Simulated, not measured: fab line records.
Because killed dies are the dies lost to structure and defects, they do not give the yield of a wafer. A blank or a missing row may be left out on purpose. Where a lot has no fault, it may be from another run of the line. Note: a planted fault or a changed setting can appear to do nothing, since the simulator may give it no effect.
A lot that was struck, set against a sound lot | flow sky130 | 36 steps out of a route of 708
Sound: the wafers L472.1, L472.3, L472.5. Struck: wafers L480.1, L480.2, L480.4. At the end, the cause is stated.
For every step that has rows: the tool of each side, followed by ch and its chambers, followed by its first start. Under that, the readings that differ: sound wafers | struck wafers | difference of the means | sigmas: that difference in standard deviations of wafers without a fault.
alike: readings with means less than 2 such deviations apart, plus words and numbers identical on both sides. not compared: withheld readings, readings lacking a value on some wafer, bounds such as >300 that could conceal the same value, and numbers that have no deviation in the record and whose values overlap.
A row with sigmas, a row that says differs or no value, or rows on one side alone: a step with any of these is where the two part. Numbers that don't overlap but have no deviation are shown without sigmas and don't part them. Lack of a reading on every wafer of one side parts them only where that side has two or more wafers.

first, 10 steps without rows for these wafers: SKY_VIA4_DEHYDRATE_04 (time 60 s); SKY_VIA4_HMDS_05 (prime time 60 s); SKY_VIA4_COAT_06 (resist thk 1140 nm); SKY_VIA4_SOFTBAKE_07 (time 60 s); SKY_VIA4_EXPOSE_08 (exposes mask VIM4, target cd 800 nm); SKY_VIA4_PEB_09; SKY_VIA4_DEVELOP_10 (develop time 60 s); SKY_VIA4_ETCH_12 (etches SiO2 in C4F8/O2/Ar, stops on TiN, target depth 580 nm); SKY_VIA4_STRIP_13 (strips in O2/N2); SKY_VIA4_STRIP_14 (strips in post etch residue remover, time 1200 s).
SKY_VIA4_CLEAN_15: cleans in IPA, time 180 s.
  sound on wet_bench-04 ch 0, day 46 03:38; struck on wet_bench-04 ch 3, day 47 01:19
then, 24 steps without rows for these wafers: SKY_VIA4_CLEAN_16 (cleans in O3/DIW); SKY_VIA4_SPUTTER_17 (material TiN, target thk 20 nm, time 80 s); SKY_VIA4_CVD_18 (deposits W, target thk 505 nm, time 152.14 s); SKY_VIA4_CMP_21 (polishes, stops on SiO2, t overpolish 25 s, target thk 0 nm); SKY_METAL5_SPUTTER_00 (material Ti, target thk 15 nm, time 10 s); SKY_METAL5_SPUTTER_01 (material TiN, target thk 20 nm, time 16.7 s); SKY_METAL5_SPUTTER_02 (material AlCu, target thk 1150 nm, time 61.2 s); SKY_METAL5_SPUTTER_03 (material Ti, target thk 5 nm, time 3.3 s); SKY_METAL5_SPUTTER_04 (material TiN, target thk 70 nm, time 58.3 s); SKY_METAL5_DEHYDRATE_07 (time 60 s); SKY_METAL5_HMDS_08 (prime time 60 s); SKY_METAL5_COAT_09 (resist thk 1800 nm); SKY_METAL5_SOFTBAKE_10 (time 60 s); SKY_METAL5_EXPOSE_11 (exposes mask MM5, target cd 1600 nm); SKY_METAL5_PEB_12; SKY_METAL5_DEVELOP_13 (develop time 60 s); SKY_METAL5_DESCUM_14 (chemistry O2, time 11 s); SKY_METAL5_METAL_ETCH_15 (etches the open film in Cl2/BCl3, stops on SiO2, target depth 1260 nm, time 252 s); SKY_METAL5_STRIP_16 (strips in O2/N2); SKY_METAL5_STRIP_17 (strips in post etch residue remover, time 1200 s); SKY_METAL5_CLEAN_18 (cleans in IPA, time 180 s); SKY_METAL5_CLEAN_19 (cleans in O3/DIW); SKY_PASSIVATION_CVD_00 (deposits SiO2, target thk 90 nm); SKY_PASSIVATION_CVD_02 (deposits Si3N4, target thk 540 nm).
-- the record jumps here: 3 days lie between the struck wafers' starts before and after (it left off in module PASSIVATION and takes up again in module PAD_OPEN, whose first step shown is number 708 of the route) --
SKY_PAD_OPEN_PROBE_99:
  sound: prober-02 at day 48 17:55; struck: prober-01 at day 49 14:14
  reading                               | sound               | struck            | difference | sigmas
  defect_limited_yield (%)              | 80.1 80.7 82.7      | 74.8 80.9 73.4    | -4.8       | -3
  killed_at_M4_up                       | 5 4 1               | 39 27 38          | +31        | +17
  killed_dies                           | 98 95 85            | 124 94 131        | +24        | +3
  sort_bin_3_pad_short (%)              | 1.4 0.6 0.4         | 3.3 1.8 3.3       | +2.0       | +5
  sort_n_pass                           | 394 397 407         | 368 398 361       | -24        | -3
  sort_yield_pct (%)                    | 80.1 80.7 82.7      | 74.8 80.9 73.4    | -4.8       | -3
  model.etest.tester.sort_bin_3_pct (%) | 1.423 0.6098 0.4065 | 3.252 1.829 3.252 | +1.965     |
  alike: killed_at_M0_to_M3, killed_at_contacts, killed_at_front_end, killed_at_other, killed_open, killed_short, sort_bin_5_function, sort_bin_6_memory
  not compared: model.etest.tester.sort_n_pass, model.etest.tester.sort_yield_pct, model.etest.tester.sort_bin_5_pct

WHERE THEY PART
SKY_PAD_OPEN_PROBE_99 only, going by this record.

WHY: what the simulator had put in
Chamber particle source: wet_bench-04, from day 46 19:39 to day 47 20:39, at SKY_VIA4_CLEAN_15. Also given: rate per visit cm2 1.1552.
